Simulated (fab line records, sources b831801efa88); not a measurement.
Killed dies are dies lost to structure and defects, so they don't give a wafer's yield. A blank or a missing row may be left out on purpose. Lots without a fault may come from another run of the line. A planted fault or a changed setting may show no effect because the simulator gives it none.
Which tool did it? | flow sky130 | 11 lots, 33 wafers sampled, at 6 steps of a route of 708

WHAT THE GAUGES READ, wafer by wafer
SKY_LDD_N_OVL_MEAS_07.
lot  | measured     | on         | LDD_N_OVL (nm)
L398 | day 17 08:55 | overlay-01 | 0.2 -1.6 -1.6
L399 | day 17 23:06 | overlay-01 | -1.5 -0.6 -1.2
L400 | day 18 09:43 | overlay-01 | -0.6 1.2 1.4
L402 | day 19 05:55 | overlay-01 | -3.6 -3.5 -3.7
L412 | day 23 01:13 | overlay-02 | 0.1 -0.2 0.2
L414 | day 23 11:22 | overlay-01 | -3.2 -2.9 -2.0
L415 | day 24 05:25 | overlay-02 | 1.6 2.6 1.9
L416 | day 25 03:58 | overlay-01 | -2.1 -0.8 -1.7
L417 | day 25 05:19 | overlay-01 | -1.7 -2.3 -1.5
L419 | day 25 14:16 | overlay-02 | -2.5 -1.8 -0.9
L420 | day 25 20:25 | overlay-02 | 1.5 0.2 -0.9

SKY_LDD_HVP_OVL_MEAS_07.
lot  | measured     | on         | LDD_HVP_OVL (nm)
L398 | day 21 06:19 | overlay-02 | 0.8 1.7 0.6
L399 | day 21 19:09 | overlay-01 | -0.1 1.8 1.5
L400 | day 22 08:09 | overlay-01 | 1.4 1.6 1.3
L402 | day 23 03:16 | overlay-02 | 2.0 1.6 3.0
L412 | day 26 18:46 | overlay-02 | 0.2 2.6 0.6
L414 | day 27 05:34 | overlay-01 | -0.2 0.3 1.7
L415 | day 27 22:04 | overlay-02 | 3.0 2.7 1.9
L416 | day 28 19:19 | overlay-02 | 1.7 1.7 2.4
L417 | day 28 20:51 | overlay-02 | 2.1 4.9 4.5
L419 | day 29 05:46 | overlay-01 | 1.2 0.2 1.1
L420 | day 29 11:52 | overlay-01 | 0.9 2.1 1.1

SKY_SPACER_THK_MEAS_01.
lot  | measured     | on            | SPACER_CVD_00_THK (nm)
L398 | day 22 17:42 | film_metro-01 | 43.4 43.4 43.7
L399 | day 23 04:46 | film_metro-02 | 42.1 42.8 42.5
L400 | day 23 18:28 | film_metro-04 | 37.3 37.5 37.4
L402 | day 24 13:04 | film_metro-04 | 38.4 38.1 38.1
L412 | day 28 02:56 | film_metro-04 | 43.4 43.0 43.2
L414 | day 28 12:29 | film_metro-01 | 43.5 43.4 43.7
L415 | day 29 04:49 | film_metro-01 | 43.1 43.3 43.3
L416 | day 30 01:41 | film_metro-04 | 43.2 43.3 42.9
L417 | day 30 04:13 | film_metro-02 | 43.0 43.1 43.0
L419 | day 30 12:28 | film_metro-04 | 42.7 42.7 43.1
L420 | day 30 19:46 | film_metro-04 | 43.5 43.1 43.2

SKY_POLY_CUT_CD_MEAS_08: target cd 270 nm.
lot  | measured     | on        | cd_nm (nm)
L398 | day 24 00:13 | cd_sem-02 | 271.2 270.5 270.3
L399 | day 24 10:19 | cd_sem-02 | 271.5 271.5 271.7
L400 | day 24 23:48 | cd_sem-02 | 270.8 270.5 271.7
L402 | day 25 18:56 | cd_sem-01 | 271.4 273.0 271.0
L412 | day 29 07:26 | cd_sem-01 | 271.2 272.2 271.3
L414 | day 29 17:09 | cd_sem-01 | 269.0 268.5 269.9
L415 | day 30 08:43 | cd_sem-02 | 271.3 271.5 271.9
L416 | day 31 05:44 | cd_sem-02 | 270.9 272.0 271.0
L417 | day 31 07:18 | cd_sem-01 | 268.1 267.6 269.3
L419 | day 31 16:27 | cd_sem-02 | 271.0 271.1 271.0
L420 | day 31 23:49 | cd_sem-02 | 267.7 266.7 266.5

WHICH TOOL RAN EACH LOT (tool, then ch and the chambers of the sampled wafers, then the start)
lot  | SKY_SPACER_CVD_00           | SKY_SPACER_ETCHBACK_02
L398 | lpcvd-02 ch 0, day 22 15:53 | rie_diel-02 ch 0,2, day 22 17:45
L399 | lpcvd-02 ch 1, day 23 02:57 | rie_diel-02 ch 0,1,2, day 23 04:49
L400 | lpcvd-02 ch 1, day 23 16:40 | rie_diel-02 ch 0,2,3, day 23 18:31
L402 | lpcvd-02 ch 1, day 24 11:14 | rie_diel-04 ch 0,1, day 24 13:06
L412 | lpcvd-02 ch 1, day 28 01:44 | rie_diel-02 ch 2,3, day 28 02:59
L414 | lpcvd-02 ch 0, day 28 11:16 | rie_diel-02 ch 0,2,3, day 28 12:32
L415 | lpcvd-02 ch 1, day 29 03:37 | rie_diel-01 ch 1,3, day 29 04:52
L416 | lpcvd-02 ch 1, day 30 00:27 | rie_diel-01 ch 0,2,3, day 30 01:43
L417 | lpcvd-02 ch 0, day 30 03:01 | rie_diel-01 ch 1,2, day 30 04:17
L419 | lpcvd-02 ch 1, day 30 10:39 | rie_diel-01 ch 1,2,3, day 30 12:31
L420 | lpcvd-02 ch 0, day 30 18:33 | rie_diel-02 ch 0,2,3, day 30 19:49
- SKY_SPACER_CVD_00: deposits Si3N4 from DCS/NH3, target thk 43.1 nm, time 740 s.
- SKY_SPACER_ETCHBACK_02: etches Si3N4 in CH3F/O2, stops on SiO2, time 46.7 s, target depth 45 nm.

WHAT THE TOOLS THEMSELVES READ (means of the sampled wafers that have a number; where no wafer has one, the mark that the record gives instead)
SKY_SPACER_CVD_00.
lot  | tool     | spike_tc_centre_C (C) | spike_tc_lower_C (C) | spike_tc_top_C (C) | spike_tc_upper_C (C)
L398 | lpcvd-02 | 770.5                 | 769.8                | 783.8              | 771.7
L399 | lpcvd-02 | 772.0                 | 770.9                | 784.7              | 770.6
L400 | lpcvd-02 | 765.0                 | 763.2                | 779.9              | 762.9
L402 | lpcvd-02 | 765.7                 | 763.4                | 779.3              | 763.7
L412 | lpcvd-02 | 773.6                 | 770.0                | 784.5              | 769.9
L414 | lpcvd-02 | 770.4                 | 769.7                | 782.7              | 772.2
L415 | lpcvd-02 | 772.4                 | 770.7                | 785.1              | 769.8
L416 | lpcvd-02 | 772.8                 | 769.4                | 786.7              | 769.8
L417 | lpcvd-02 | 770.7                 | 770.2                | 783.3              | 771.6
L419 | lpcvd-02 | 772.5                 | 770.4                | 786.8              | 769.6
L420 | lpcvd-02 | 770.2                 | 770.5                | 782.9              | 770.9

SKY_SPACER_ETCHBACK_02.
lot  | tool        | drypump_motor_current_A (A) | oes_product_au (a.u.) | throttle_valve_pct (%)
L398 | rie_diel-02 | 5.4                         | 0.862                 | 10.570
L399 | rie_diel-02 | 5.5                         | 0.851                 | 10.559
L400 | rie_diel-02 | 5.6                         | 0.789                 | 10.550
L402 | rie_diel-04 | 5.9                         | 0.796                 | 10.550
L412 | rie_diel-02 | 5.8                         | 0.855                 | 10.562
L414 | rie_diel-02 | 5.6                         | 0.858                 | 10.560
L415 | rie_diel-01 | 5.7                         | 0.863                 | 10.573
L416 | rie_diel-01 | 5.5                         | 0.852                 | 10.564
L417 | rie_diel-01 | 6.1                         | 0.853                 | 10.562
L419 | rie_diel-01 | 5.7                         | 0.850                 | 10.564
L420 | rie_diel-02 | 5.6                         | 0.851                 | 10.564

THE ANSWER, worked out from the rows above alone
Rule: what is usual is taken from the lots themselves. Put in order of their means at a reading, lots are off if they are a third of the lots or fewer, leave a main group of 4 or more, and stand apart from it by a gap of 3 or more times the standard deviation of the main group's means; of several such gaps the widest counts. A main group whose means are all the same, to the digits that the tables above print for the reading, isn't used. A lot without any number at a reading at which 4 lots or more have one is off too. The other lots that the step has rows for count as sound. The gauges are gone through in route order, then the tools' own readings, and for those a lot's mean is taken as printed above. The first step at which some lot is off is used, and at that step the reading that is off furthest; a lot without a number counts as furthest.
Off: L400, L402, at SKY_SPACER_THK_MEAS_01 (SPACER_CVD_00_THK). The main group: mean 43.1 nm, standard deviation 0.31.
A tool fits if, at a process step before that reading, it ran every lot that is off, and no sound lot after the first of them. The gauges at SKY_SPACER_THK_MEAS_01 aren't tried: what is off there is off at SKY_SPACER_CVD_00 too, on other tools, and a gauge's error can't cause that. None of those tried fits.

WHAT THE SIMULATOR HAD PUT IN
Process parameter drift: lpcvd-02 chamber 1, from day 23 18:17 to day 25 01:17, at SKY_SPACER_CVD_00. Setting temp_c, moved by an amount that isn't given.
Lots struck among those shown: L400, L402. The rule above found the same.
